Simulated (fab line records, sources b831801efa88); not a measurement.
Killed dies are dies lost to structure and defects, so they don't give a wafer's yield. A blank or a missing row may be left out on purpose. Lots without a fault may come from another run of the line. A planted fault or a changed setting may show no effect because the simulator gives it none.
A struck lot beside a sound one | flow sfq_line | 28 steps out of a route of 325
Sound: wafers L736.1, L736.3, L736.6. Struck: wafer L742.2. (L742.5, L742.6 of the same lot were not struck and are left out.) The cause comes at the end.
At each step with rows: each side's tool, then ch and its chambers, then its first start. Under that, the readings that differ: sound wafers | struck wafers | difference of the means | sigmas: that difference in standard deviations of wafers without a fault.
alike: readings whose means differ by less than 2 such deviations, and words and numbers that are the same on both sides. not compared: withheld readings, readings that some wafer has no value for, bounds like >300 that may hide the same value, and numbers for which the record gives no deviation and whose values overlap.
The two part at a step that has a row with sigmas, a row that says differs or no value, or rows on one side only. Numbers that don't overlap but have no deviation are shown without sigmas and don't part them. A reading that every wafer of one side lacks parts them only if that side has two wafers or more.

first, 6 steps without rows for these wafers: SFQ_TRILAYER_M1_LITHO_COAT_044 (resist thk 62 nm); SFQ_TRILAYER_M1_LITHO_COAT_039 (resist thk 600 nm); SFQ_TRILAYER_M1_LITHO_SOFTBAKE_043; SFQ_TRILAYER_M1_LITHO_EXPOSE_040 (exposes mask M1, target cd 500 nm); SFQ_TRILAYER_M1_LITHO_PEB_042 (peb time 60 s); SFQ_TRILAYER_M1_LITHO_DEVELOP_041 (time 60 s).
SFQ_M1_OVL_MEAS_911:
  sound on overlay-01, day 20 21:46; struck on overlay-02, day 23 04:19
  alike: M1_OVL
then, 2 steps without rows for these wafers: SFQ_TRILAYER_M1_BARC_OPEN_METAL_ETCH_054 (etches BARC in O2, target depth 125 nm, time 41.7 s); SFQ_TRILAYER_M1_ETCH_METAL_ETCH_042 (etches Nb in Cl2/Ar, stops on SiO2, target depth 240 nm, time 120 s).
SFQ_TRILAYER_M1_STRIP_STRIP_043: strips in O2.
  sound on rie_metal-01 ch 0,1, day 20 21:59; struck on rie_metal-04 ch 0, day 23 04:32
  alike: drypump_motor_current_A, oes_product_au
  not compared: rf_hours_counter_h
then, 1 step without rows for these wafers: SFQ_TRILAYER_M1_STRIP_SOLV_CLEAN_044 (cleans in NMP, time 600 s).
SFQ_TRILAYER_I1_DEP_PECVD_045: deposits SiO2 from SiH4/N2O, time 111.11 s, target thk 500 nm.
  sound on pecvd-02 ch 1,2, day 20 22:46; struck on pecvd-03 ch 2, day 23 05:18
  reading                | sound          | struck | difference | sigmas
  heater_power_w (W)     | 65 65 53       | 91     | +30        | +2
  throttle_valve_pct (%) | 23.0 22.5 23.0 | 25.8   | +3.0       | +3
SFQ_TRILAYER_I1_CMP_CMP_046: polishes SiO2.
  sound on cmp-02 ch 1,2,3, day 21 07:03; struck on cmp-02 ch 3, day 23 08:47
  reading                                             | sound           | struck | difference | sigmas
  model.SiO2_of_TRILAYER_I1_DEP_PECVD_045.thk_nm (nm) | 201.2 199 200.3 | 214    | +14        |
  alike: head_pressure_psi, motor_current_A, retaining_ring_pressure_frac, time_to_endpoint_s
SFQ_I1_BOW_MEAS_912:
  sound on film_metro-04, day 21 10:03; struck on film_metro-03, day 23 10:48
  alike: I1_BOW
SFQ_TRILAYER_I1_METRO_MEASURE_047:
  sound on film_metro-04, day 21 10:10; struck on film_metro-03, day 23 11:06
  reading     | sound             | struck | difference | sigmas
  thk_nm (nm) | 201.3 199.2 200.2 | 214.2  | +14.0      | +14
then, 6 steps without rows for these wafers: SFQ_TRILAYER_I1_VIA_LITHO_COAT_054 (resist thk 62 nm); SFQ_TRILAYER_I1_VIA_LITHO_COAT_049 (resist thk 650 nm); SFQ_TRILAYER_I1_VIA_LITHO_SOFTBAKE_053; SFQ_TRILAYER_I1_VIA_LITHO_EXPOSE_050 (exposes mask I1, target cd 500 nm); SFQ_TRILAYER_I1_VIA_LITHO_PEB_052 (peb time 60 s); SFQ_TRILAYER_I1_VIA_LITHO_DEVELOP_051 (time 60 s).
-- the record jumps here: 6 days lie between the struck wafers' starts before and after --
SFQ_I1_OVL_MEAS_913:
  sound on overlay-01, day 27 22:34; struck on overlay-01, day 29 22:49
  reading     | sound    | struck | difference | sigmas
  I1_OVL (nm) | -4 -6 -2 | 8      | +12        | +2
SFQ_TRILAYER_I1_VIA_BARC_OPEN_VIA_ETCH_071: etches BARC in O2, target depth 125 nm, time 41.7 s.
  sound on rie_diel-04 ch 2,3, day 27 22:35; struck on rie_diel-01 ch 2, day 29 22:50
  alike: drypump_motor_current_A, oes_product_au
  not compared: rf_hours_counter_h
SFQ_TRILAYER_I1_VIA_ETCH_VIA_ETCH_052: etches SiO2 in CHF3, stops on Nb, target depth 260 nm.
  sound on rie_diel-04 ch 2,3, day 27 22:38; struck on rie_diel-01 ch 2, day 29 22:53
  reading                        | sound             | struck | difference | sigmas
  oes_product_au (a.u.)          | 0.853 0.853 0.855 | 0.895  | +0.041     | +9
  model.I1.feature_depth_nm (nm) | 201.2 199 200.3   | 214    | +14        |
  model.etch.depth_nm (nm)       | 201.2 199 200.3   | 214    | +14        |
  alike: drypump_motor_current_A
SFQ_TRILAYER_I1_VIA_STRIP_STRIP_053: strips in O2.
  sound on rie_metal-02 ch 1, day 27 22:45; struck on rie_metal-03 ch 0, day 29 23:00
  alike: drypump_motor_current_A, oes_product_au
  not compared: rf_hours_counter_h
then, 1 step without rows for these wafers: SFQ_TRILAYER_I1_VIA_STRIP_SOLV_CLEAN_054 (cleans in NMP, time 600 s).
SFQ_TRILAYER_M2_DEP_PRE_CLEAN_056: time 22.5 s.
  sound on pvd_sputter-06, day 27 23:32; struck on pvd_sputter-03, day 29 23:46
  reading                                             | sound             | struck | difference | sigmas
  model.SiO2_of_TRILAYER_I1_DEP_PECVD_045.thk_nm (nm) | 193.7 191.5 192.8 | 206.5  | +13.8      |
SFQ_TRILAYER_M2_DEP_SPUTTER_055: material Nb, target thk 200 nm, time 133.3 s.
  sound on pvd_sputter-06, day 27 23:34; struck on pvd_sputter-03, day 29 23:48
  alike: throttle_valve_pct

WHERE THEY PART
First at SFQ_TRILAYER_I1_DEP_PECVD_045; last, within this record, at SFQ_TRILAYER_I1_VIA_ETCH_VIA_ETCH_052. Later steps at which nothing parts them and some readings are alike: SFQ_TRILAYER_I1_VIA_STRIP_STRIP_053, SFQ_TRILAYER_M2_DEP_SPUTTER_055.

WHY: what the simulator had put in
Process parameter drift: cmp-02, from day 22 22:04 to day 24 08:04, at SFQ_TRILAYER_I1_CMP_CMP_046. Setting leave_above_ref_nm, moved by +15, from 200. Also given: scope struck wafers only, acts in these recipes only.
